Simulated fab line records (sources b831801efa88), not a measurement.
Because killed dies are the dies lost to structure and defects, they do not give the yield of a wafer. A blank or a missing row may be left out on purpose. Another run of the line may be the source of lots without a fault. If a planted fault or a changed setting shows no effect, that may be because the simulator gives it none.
Chamber matching | flow gf180mcu | pecvd-01 running GF_PASSIVATION_CVD_00: 3 sister chambers
The step deposits SiO2 from TEOS, target thk 1000 nm, time 111.95 s. 6 wafers are shown with their chamber, then 11 later ones without.

WAFERS WITH THEIR CHAMBER
wafer  | chamber | heater-power-w (W)
L086.1 | 0       | 654
L086.2 | 2       | 833
L086.4 | 2       | 888
L086.5 | 0       | 514
L086.6 | 1       | 642
L088.1 | 1       | 821

WAFERS WITH NO CHAMBER GIVEN
wafer  | heater-power-w (W)
L088.3 | 617
L088.4 | 633
L093.1 | 816
L093.3 | 775
L093.5 | 519
L094.1 | 583
L094.4 | 639
L094.5 | 796
L096.4 | 897
L096.5 | 594
L096.6 | 779

WHICH CHAMBER EACH WENT THROUGH
wafer  | from the rows above          | in truth
L088.3 | can't be placed: 0 or 1      | 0
L088.4 | can't be placed: 0 or 1 or 2 | 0
L093.1 | can't be placed: 2 or 1 or 0 | 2
L093.3 | can't be placed: 1 or 2 or 0 | 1
L093.5 | can't be placed: 0 or 1      | 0
L094.1 | can't be placed: 0 or 1      | 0
L094.4 | can't be placed: 0 or 1 or 2 | 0
L094.5 | can't be placed: 1 or 2 or 0 | 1
L096.4 | can't be placed: 2 or 1      | 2
L096.5 | can't be placed: 0 or 1      | 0
L096.6 | can't be placed: 1 or 2 or 0 | 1
0 of 11 placed correctly. Cannot be placed on the basis of these rows: 11; the candidates contain the true chamber in 11. Placed wrongly: 0.
How it was worked out, from the rows above alone: a wafer's distance from a chamber is the root of the sum, over the readings, of the square of ((its reading less the chamber's mean) divided by the reading's scatter). The wafer belongs to the nearest chamber; if the next one is less than 2 further off, it can't be placed. The mean given for a chamber averages the wafers shown for that chamber. How the scatter is found: for the shown wafers, subtract from each reading the mean of its chamber, square and add these, divide the total by (wafers less chambers), then take the root.
